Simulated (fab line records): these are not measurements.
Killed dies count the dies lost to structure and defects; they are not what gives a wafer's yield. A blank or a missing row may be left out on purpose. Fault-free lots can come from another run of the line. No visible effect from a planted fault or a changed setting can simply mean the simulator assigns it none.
fab line records ; flow sky130
[record] lots = 15; wafers = 45; last-day = 50
route steps=708 shown NWELL@73 PAD_OPEN@708
lots untouched by any fault: they come from a run of this same line in which no faults occurred
start-h: hours from the record's opening day to when the first of the lot's shown wafers began ; wait-h: time in hours since the lot's previous step ; " as in the row above ; L1.1+2: a row that stands for several wafers ; - no value, or no start was given ; * or withheld: withheld ; < > ~ a bound
route shown NAME@n: a module of which the file shows steps, and the number in the route of the first ; usual: mean/standard deviation taken from wafers without a fault ; same: alike in all rows ; chamber/n: place in a boat ; sites: readings site by site ; _std_site: standard deviation of those values ; _edge_site: outer sites' mean less inner sites' ; radius-mm: how far each site lies from the wafer's centre ; mask NAME#n: copy n ; behind: the tool/chamber that last shaped the wafer ; hold: the reason the lot was held/the length of the hold in hours/how it ended ; device: whichever transistor did not switch (one of n, p or np) ; end of line: the same wafers' tests at the end of the route ; a step with no rows: only its recipe ; killed: dies that structure and defects cost at the first sort, which is not the same as the wafer's yield ; map: a wafer's dies, x killed, . not, _ none there
set.NAME: the setting as run; set.NAME@STEP: as run at that earlier step ; model.NAME: the simulator's own value behind a step, which no gauge read
steps of the route over a sample of lots; a table a step, a row a wafer
services: when a tool's chamber went out of use (start-h, in hours from the record's first day, below 0 if earlier), for how many hours, and the reason
[[steps]]
[step SKY_NWELL_EXPOSE_20]
[recipe] mask-id = NWM_COMPLEMENT; na = 0.6; source-shape = conventional; sigma-outer = 0.6; polarization = unpolarized; target-cd-nm = 840; dose-mj = 260
[usual] exposure-dose-mJ-cm2 = 260.04/0.25
lot.wafer;tool;chamber;start-h;wait-h;mask;exposure-dose-mJ-cm2
L286.4;iline-stepper-01;0;91.49;-;NWM_COMPLEMENT#0;260.23
L286.5;iline-stepper-01;0;91.49;-;NWM_COMPLEMENT#0;260.17
L286.6;iline-stepper-01;0;91.49;-;NWM_COMPLEMENT#0;259.77
L287.3;iline-stepper-02;0;97.64;-;NWM_COMPLEMENT#0;260.08
L287.4;iline-stepper-02;0;97.64;-;NWM_COMPLEMENT#0;259.84
L287.5;iline-stepper-02;0;97.64;-;NWM_COMPLEMENT#0;260.12
L288.3;iline-stepper-02;0;105.27;-;NWM_COMPLEMENT#0;259.77
L288.5;iline-stepper-02;0;105.27;-;NWM_COMPLEMENT#0;260.47
L288.6;iline-stepper-02;0;105.27;-;NWM_COMPLEMENT#0;259.81
L289.3;iline-stepper-02;0;109.36;-;NWM_COMPLEMENT#0;260.04
L289.4;iline-stepper-02;0;109.36;-;NWM_COMPLEMENT#0;260.03
L289.6;iline-stepper-02;0;109.36;-;NWM_COMPLEMENT#0;260.15
L290.2;iline-stepper-01;0;118.32;-;NWM_COMPLEMENT#0;260.41
L290.4;iline-stepper-01;0;118.32;-;NWM_COMPLEMENT#0;260.01
L290.6;iline-stepper-01;0;118.32;-;NWM_COMPLEMENT#0;259.68
L292.1;iline-stepper-02;0;129.38;-;NWM_COMPLEMENT#0;259.95
L292.4;iline-stepper-02;0;129.38;-;NWM_COMPLEMENT#0;259.74
L292.6;iline-stepper-02;0;129.38;-;NWM_COMPLEMENT#0;259.99
L296.3;iline-stepper-01;0;168.29;-;NWM_COMPLEMENT#0;250.53
L296.4;iline-stepper-01;0;168.29;-;NWM_COMPLEMENT#0;250.92
L296.5;iline-stepper-01;0;168.29;-;NWM_COMPLEMENT#0;250.95
L297.1;iline-stepper-01;0;169.43;-;NWM_COMPLEMENT#0;250.68
L297.4;iline-stepper-01;0;169.43;-;NWM_COMPLEMENT#0;250.79
L297.5;iline-stepper-01;0;169.43;-;NWM_COMPLEMENT#0;250.59
L298.1;iline-stepper-01;0;170.55;-;NWM_COMPLEMENT#0;251.00
L298.4;iline-stepper-01;0;170.55;-;NWM_COMPLEMENT#0;251.05
L298.5;iline-stepper-01;0;170.55;-;NWM_COMPLEMENT#0;250.83
L299.4;iline-stepper-02;0;176.37;-;NWM_COMPLEMENT#0;259.75
L299.5;iline-stepper-02;0;176.37;-;NWM_COMPLEMENT#0;260.00
L299.6;iline-stepper-02;0;176.37;-;NWM_COMPLEMENT#0;259.80
L302.1;iline-stepper-02;0;196.38;-;NWM_COMPLEMENT#0;260.23
L302.2;iline-stepper-02;0;196.38;-;NWM_COMPLEMENT#0;260.35
L302.4;iline-stepper-02;0;196.38;-;NWM_COMPLEMENT#0;260.47
L303.1;iline-stepper-02;0;197.85;-;NWM_COMPLEMENT#0;259.94
L303.4;iline-stepper-02;0;197.85;-;NWM_COMPLEMENT#0;259.67
L303.6;iline-stepper-02;0;197.85;-;NWM_COMPLEMENT#0;259.95
L306.1;iline-stepper-02;0;216.40;-;NWM_COMPLEMENT#0;259.75
L306.2;iline-stepper-02;0;216.40;-;NWM_COMPLEMENT#0;259.69
L306.3;iline-stepper-02;0;216.40;-;NWM_COMPLEMENT#0;260.12
L307.1;iline-stepper-02;0;222.58;-;NWM_COMPLEMENT#0;260.15
L307.2;iline-stepper-02;0;222.58;-;NWM_COMPLEMENT#0;259.72
L307.4;iline-stepper-02;0;222.58;-;NWM_COMPLEMENT#0;260.01
L309.1;iline-stepper-02;0;229.76;-;NWM_COMPLEMENT#0;260.07
L309.4;iline-stepper-02;0;229.76;-;NWM_COMPLEMENT#0;260.03
L309.6;iline-stepper-02;0;229.76;-;NWM_COMPLEMENT#0;260.12
[step SKY_PAD_OPEN_PROBE_99]
[usual] killed_at_M0_to_M3 = 44/7.2; killed_at_M4_up = 3.1/1.8; killed-at-contacts = 24/4.5; killed-at-front-end = 16/4.4; killed-at-other = 0.2/0.42; killed-dies = 87/8.9; killed-on-rim = 17/4.1; killed-open = 48/6.4; killed-short = 39/6.2
[same] gross-dies = 492; killed-at-back-side = 0
lot.wafer;tool;chamber;start-h;wait-h;killed_at_M0_to_M3;killed_at_M4_up;killed-at-contacts;killed-at-front-end;killed-at-other;killed-dies;killed-on-rim;killed-open;killed-short
L288.3;prober-01;-;1073.08;0.2;59;4;28;13;0;104;17;66;38
L288.5;prober-01;-;1073.18;0.2;53;2;23;10;0;88;20;51;37
L288.6;prober-01;-;1073.23;0.2;61;3;19;12;1;96;29;53;43
L292.1;prober-01;-;1097.38;0.1;43;4;20;29;2;98;22;40;58
L292.4;prober-01;-;1097.53;0.2;38;2;23;22;0;85;17;51;34
L292.6;prober-01;-;1097.63;0.2;42;0;28;23;0;93;18;46;47
L296.3;prober-01;-;1138.37;0.2;38;1;27;17;0;83;12;48;35
L296.4;prober-01;-;1138.42;0.2;53;4;24;10;0;91;15;47;44
L296.5;prober-01;-;1138.47;0.2;32;6;30;16;0;84;16;47;37
L297.1;prober-02;-;1139.31;0.1;46;4;22;11;0;83;17;48;35
L297.4;prober-02;-;1139.46;0.2;42;1;21;21;1;86;15;51;35
L297.5;prober-02;-;1139.51;0.2;52;4;21;18;0;95;18;49;46
L298.1;prober-01;-;1139.77;0.1;39;2;27;16;0;84;25;43;41
L298.4;prober-01;-;1139.92;0.2;25;4;23;15;0;67;7;34;33
L298.5;prober-01;-;1139.97;0.2;42;6;24;19;0;91;11;42;49
L299.4;prober-02;-;1144.23;0.2;56;2;23;14;0;95;21;49;46
L299.5;prober-02;-;1144.28;0.2;46;5;24;25;0;100;23;63;37
L299.6;prober-02;-;1144.33;0.2;42;6;21;13;0;82;16;49;33
L302.1;prober-01;-;1158.70;0.1;45;4;26;12;0;87;11;52;35
L302.2;prober-01;-;1158.75;0.1;46;1;25;15;0;87;14;50;37
L302.4;prober-01;-;1158.85;0.2;47;3;28;20;0;98;21;56;42
L307.1;prober-02;-;1186.54;0.1;33;6;28;16;0;83;12;47;36
L307.2;prober-02;-;1186.59;0.1;43;3;24;18;0;88;23;49;39
L307.4;prober-02;-;1186.69;0.2;46;2;20;18;1;87;17;51;36
// killed by level:class
L288.3 VIA1:geometric-particle:open=21 CONTACT:geometric-particle:open=16 LI_CONTACT:geometric-particle:open=7 METAL2:geometric-particle:short=6 VIA2:geometric-particle:open=6 METAL3:geometric-particle:short=6 VIA1:geometric-particle:short=5 FIELD_ISO:geometric-particle:short=4
L288.5 VIA1:geometric-particle:open=14 CONTACT:geometric-particle:open=10 METAL1:geometric-particle:short=8 VIA3:geometric-particle:open=7 VIA1:geometric-particle:short=7 LI_CONTACT:geometric-particle:open=5 VIA2:geometric-particle:short=5 VIA2:geometric-particle:open=5
L288.6 VIA1:geometric-particle:open=12 METAL2:geometric-particle:short=9 METAL1:geometric-particle:short=8 CONTACT:geometric-particle:open=7 VIA2:geometric-particle:open=7 VIA3:geometric-particle:open=7 LI_CONTACT:geometric-particle:open=6 FIELD_ISO:geometric-particle:open=5
L292.1 POLY_GATE:geometric-particle:short=8 VIA1:geometric-particle:open=8 METAL2:geometric-particle:short=8 POLY_GATE:geometric-particle:open=7 LI_CONTACT:geometric-particle:open=6 LOCAL_INTERCONNECT:geometric-particle:short=6 VIA1:geometric-particle:short=6 VIA2:geometric-particle:short=6
L292.4 VIA1:geometric-particle:open=12 FIELD_ISO:geometric-particle:short=10 FIELD_ISO:geometric-particle:open=8 CONTACT:geometric-particle:open=8 LI_CONTACT:geometric-particle:open=7 VIA3:geometric-particle:open=7 LOCAL_INTERCONNECT:geometric-particle:short=4 VIA2:geometric-particle:open=4
L292.6 VIA1:geometric-particle:open=9 VIA2:geometric-particle:open=8 CONTACT:geometric-particle:open=8 LOCAL_INTERCONNECT:geometric-particle:short=7 FIELD_ISO:geometric-particle:short=6 POLY_GATE:geometric-particle:open=6 LI_CONTACT:geometric-particle:open=6 METAL2:geometric-particle:short=6
L296.3 CONTACT:geometric-particle:open=14 VIA1:geometric-particle:open=9 POLY_GATE:geometric-particle:short=6 VIA2:geometric-particle:open=6 LI_CONTACT:geometric-particle:open=5 METAL2:geometric-particle:short=5 VIA3:geometric-particle:open=5 FIELD_ISO:geometric-particle:open=4
L296.4 VIA3:geometric-particle:open=13 CONTACT:geometric-particle:open=10 VIA1:geometric-particle:open=8 VIA2:geometric-particle:short=8 VIA1:geometric-particle:short=7 METAL2:geometric-particle:short=5 POLY_GATE:geometric-particle:short=4 LOCAL_INTERCONNECT:geometric-particle:short=4
L296.5 VIA1:geometric-particle:open=15 CONTACT:geometric-particle:open=10 LOCAL_INTERCONNECT:geometric-particle:short=6 CONTACT:geometric-particle:short=6 LI_CONTACT:geometric-particle:open=5 POLY_GATE:geometric-particle:open=4 POLY_GATE:geometric-particle:short=4 FIELD_ISO:geometric-particle:short=3
L297.1 VIA1:geometric-particle:open=13 CONTACT:geometric-particle:open=10 CONTACT:geometric-particle:short=6 METAL2:geometric-particle:short=6 VIA3:geometric-particle:open=5 LI_CONTACT:geometric-particle:short=4 VIA1:geometric-particle:short=4 METAL1:geometric-particle:short=4
L297.4 VIA1:geometric-particle:open=12 FIELD_ISO:geometric-particle:open=8 CONTACT:geometric-particle:open=7 VIA3:geometric-particle:open=6 METAL1:geometric-particle:short=5 FIELD_ISO:geometric-particle:short=4 LI_CONTACT:geometric-particle:open=4 CONTACT:geometric-particle:short=4
L297.5 VIA1:geometric-particle:open=11 METAL2:geometric-particle:short=8 VIA3:geometric-particle:open=8 CONTACT:geometric-particle:open=7 LI_CONTACT:geometric-particle:open=5 VIA1:geometric-particle:short=5 VIA2:geometric-particle:open=5 FIELD_ISO:geometric-particle:short=4
L298.1 VIA1:geometric-particle:open=12 POLY_GATE:geometric-particle:open=7 LI_CONTACT:geometric-particle:short=6 CONTACT:geometric-particle:open=6 METAL2:geometric-particle:short=6 LI_CONTACT:geometric-particle:open=5 CONTACT:geometric-particle:short=5 VIA3:geometric-particle:open=5
L298.4 LI_CONTACT:geometric-particle:open=7 VIA1:geometric-particle:open=7 FIELD_ISO:geometric-particle:short=6 CONTACT:geometric-particle:open=5 LI_CONTACT:geometric-particle:short=5 METAL2:geometric-particle:short=4 METAL4:geometric-particle:short=3 CONTACT:geometric-particle:short=3
L298.5 CONTACT:geometric-particle:open=11 POLY_GATE:geometric-particle:short=7 METAL2:geometric-particle:short=7 VIA1:geometric-particle:open=7 METAL4:geometric-particle:short=6 VIA3:geometric-particle:open=6 VIA1:geometric-particle:short=5 METAL3:geometric-particle:short=5
L299.4 VIA1:geometric-particle:open=12 VIA2:geometric-particle:open=11 CONTACT:geometric-particle:open=11 METAL1:geometric-particle:short=10 METAL2:geometric-particle:short=6 CONTACT:geometric-particle:short=5 VIA3:geometric-particle:open=5 VIA1:geometric-particle:short=4
L299.5 VIA1:geometric-particle:open=16 CONTACT:geometric-particle:open=9 LI_CONTACT:geometric-particle:open=8 VIA2:geometric-particle:open=7 FIELD_ISO:geometric-particle:short=5 FIELD_ISO:geometric-particle:open=5 POLY_GATE:geometric-particle:short=5 POLY_GATE:geometric-particle:open=5
L299.6 VIA2:geometric-particle:open=9 VIA1:geometric-particle:open=9 LI_CONTACT:geometric-particle:open=8 LI_CONTACT:geometric-particle:short=7 FIELD_ISO:geometric-particle:short=5 VIA3:geometric-particle:open=5 METAL1:geometric-particle:short=5 CONTACT:geometric-particle:open=4
L302.1 VIA1:geometric-particle:open=10 VIA3:geometric-particle:open=9 CONTACT:geometric-particle:open=8 VIA2:geometric-particle:open=7 CONTACT:geometric-particle:short=7 LI_CONTACT:geometric-particle:open=6 METAL2:geometric-particle:short=5 VIA3:geometric-particle:short=5
L302.2 VIA1:geometric-particle:open=12 VIA2:geometric-particle:open=9 LI_CONTACT:geometric-particle:open=9 CONTACT:geometric-particle:open=9 POLY_GATE:geometric-particle:short=7 VIA1:geometric-particle:short=5 LOCAL_INTERCONNECT:geometric-particle:short=4 METAL2:geometric-particle:short=4
L302.4 CONTACT:geometric-particle:open=10 LI_CONTACT:geometric-particle:open=9 VIA1:geometric-particle:open=9 VIA1:geometric-particle:short=8 VIA3:geometric-particle:open=6 METAL2:geometric-particle:short=6 POLY_GATE:geometric-particle:open=5 VIA2:geometric-particle:open=5
L307.1 CONTACT:geometric-particle:open=8 FIELD_ISO:geometric-particle:open=7 LI_CONTACT:geometric-particle:open=7 VIA1:geometric-particle:open=5 METAL2:geometric-particle:short=5 FIELD_ISO:geometric-particle:short=4 LI_CONTACT:geometric-particle:short=4 VIA1:geometric-particle:short=4
L307.2 LI_CONTACT:geometric-particle:open=10 VIA1:geometric-particle:open=9 VIA2:geometric-particle:open=8 POLY_GATE:geometric-particle:short=6 POLY_GATE:geometric-particle:open=5 CONTACT:geometric-particle:short=5 METAL3:geometric-particle:short=5 VIA3:geometric-particle:open=5
L307.4 VIA1:geometric-particle:open=13 VIA3:geometric-particle:open=11 CONTACT:geometric-particle:open=7 VIA2:geometric-particle:open=6 FIELD_ISO:geometric-particle:short=5 LOCAL_INTERCONNECT:geometric-particle:short=5 VIA1:geometric-particle:short=4 LI_CONTACT:geometric-particle:open=4
[[services]]
tool;chamber;start-h;hours;kind
iline-stepper-01;-;125.23;1.7;pm
iline-stepper-02;-;181.21;1.7;pm
[[key]]
[first-sign] step = SKY_NWELL_EXPOSE_20; reading = exposure-dose-mJ-cm2; direction = down; sigmas = 37; usual = *; struck = *
effect none on later readings
met-at SKY_NWELL_EXPOSE_20
struck-lots L296,L297,L298
tester-left-out L296,L297,L298
onset-between 118.32 168.29
[fault] kind = process-parameter-drift; tool = iline-stepper-01; chamber = -; onset-h = 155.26; steps = SKY_NWELL_EXPOSE_20; channel = dose-mj; offset = -9.1706; shape = step; acts-in = these-recipes-only; stated = 260
// tester-left-out: of these lots the tester's yield and bins aren't shown, on N5 and GAA mostly nor the transistor test; their killed dies are dies lost to structure and defects alone, not to doping, threshold or leakage, so they don't give the yield
